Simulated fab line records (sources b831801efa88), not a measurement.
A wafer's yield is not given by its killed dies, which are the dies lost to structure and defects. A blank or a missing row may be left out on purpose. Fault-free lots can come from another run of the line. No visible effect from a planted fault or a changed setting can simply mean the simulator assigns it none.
Which tool is to blame? | flow sky130 | Sampling: 10 lots, 30 wafers, 2 of 708 route steps

== WHAT THE GAUGES SHOWED, per wafer ==
SKY_GATE_OXIDE_THK_MEAS_02.
lot  | measured     | on            | GATE_OXIDE_OXIDATION_00_THK (nm)
L609 | day 13 12:55 | film_metro-01 | 10.28 10.07 10.31
L612 | day 14 10:21 | film_metro-03 | 10.22 10.14 10.18
L613 | day 14 16:26 | film_metro-01 | 10.26 10.11 10.16
L617 | day 16 05:44 | film_metro-02 | 10.01 9.72 9.39
L618 | day 16 07:08 | film_metro-03 | 9.45 10.13 10.01
L624 | day 18 12:00 | film_metro-01 | 10.43 10.39 10.33
L627 | day 19 19:09 | film_metro-02 | 10.23 10.42 10.10
L628 | day 19 22:15 | film_metro-01 | 9.92 10.16 10.00
L629 | day 20 08:33 | film_metro-03 | 10.19 10.27 10.28
L630 | day 20 13:44 | film_metro-03 | 10.28 10.31 10.33

== EACH LOT AND THE TOOL THAT RAN IT (in order: tool; ch and the chambers of the sampled wafers; start) ==
lot  | SKY_GATE_OXIDE_OXIDATION_01
L609 | furnace-02 ch 0, day 13 11:30
L612 | furnace-01 ch 0, day 14 08:56
L613 | furnace-01 ch 0, day 14 15:02
L617 | furnace-02 ch 0, day 16 04:19
L618 | furnace-02 ch 0, day 16 05:43
L624 | furnace-01 ch 0, day 18 10:35
L627 | furnace-02 ch 0, day 19 17:43
L628 | furnace-02 ch 0, day 19 20:49
L629 | furnace-01 ch 0, day 20 07:07
L630 | furnace-02 ch 0, day 20 12:19
- SKY_GATE_OXIDE_OXIDATION_01: stabilise 600 s, purge 300 s, target thk 10.268 nm.

== WHAT THE TOOLS THEMSELVES READ (means of the sampled wafers that have a number; where no wafer has one, the mark that the record gives instead) ==
SKY_GATE_OXIDE_OXIDATION_01.
lot  | tool       | spike_tc_centre_C (C) | spike_tc_top_C (C) | spike_tc_upper_C (C) | zone_power_centre_pct (%) | zone_power_lower_pct (%) | zone_power_top_pct (%) | zone_power_upper_pct (%)
L609 | furnace-02 | 899.8                 | 910.6              | 899.5                | 18.00                     | 19.0                     | 41.2                   | 16.6
L612 | furnace-01 | 899.9                 | 911.2              | 899.6                | 17.99                     | 18.1                     | 36.7                   | 18.0
L613 | furnace-01 | 900.1                 | 912.1              | 899.6                | 18.13                     | 18.2                     | 36.7                   | 18.1
L617 | furnace-02 | 866.5                 | 909.7              | 905.1                | 5.72                      | 25.8                     | 40.2                   | 22.8
L618 | furnace-02 | 866.1                 | 909.4              | 904.9                | 5.73                      | 26.2                     | 40.1                   | 22.7
L624 | furnace-01 | 899.2                 | 911.2              | 899.1                | 18.02                     | 18.0                     | 36.6                   | 17.9
L627 | furnace-02 | 900.9                 | 910.1              | 900.7                | 18.10                     | 19.0                     | 41.1                   | 16.7
L628 | furnace-02 | 901.9                 | 909.9              | 900.5                | 18.01                     | 18.9                     | 41.2                   | 16.6
L629 | furnace-01 | 900.6                 | 910.7              | 898.8                | 18.16                     | 18.2                     | 36.7                   | 18.1
L630 | furnace-02 | 900.6                 | 909.8              | 900.5                | 18.16                     | 19.2                     | 40.9                   | 16.8

== THE ANSWER, worked out from the rows above alone ==
Rule: usual is defined by the lots themselves. Put in order of their means at a reading, lots are off if they are a third of the lots or fewer, leave a main group of 4 or more, and stand apart from it by a gap of 3 or more times the standard deviation of the main group's means; of several such gaps the widest counts. If all means in a main group match to the digits the tables above print for the reading, that group is not used. A lot without any number at a reading at which 4 lots or more have one is off too. All remaining lots with rows at the step are treated as sound. Order of review: gauges by route order, followed by the tools' own readings, for which a lot's mean as printed above is used. At the first step where some lot is off, the reading lying furthest off is the one used; lots without a number count as furthest.
Off: L617, L618, at SKY_GATE_OXIDE_OXIDATION_01 (zone_power_centre_pct). Main group: mean 18.07 %, sd 0.069.
A tool fits if, at that step or a process step before it, it ran every lot that is off, and no sound lot after the first of them. Not one of the candidates tried fits.

== WHAT THE SIMULATOR PUT IN ==
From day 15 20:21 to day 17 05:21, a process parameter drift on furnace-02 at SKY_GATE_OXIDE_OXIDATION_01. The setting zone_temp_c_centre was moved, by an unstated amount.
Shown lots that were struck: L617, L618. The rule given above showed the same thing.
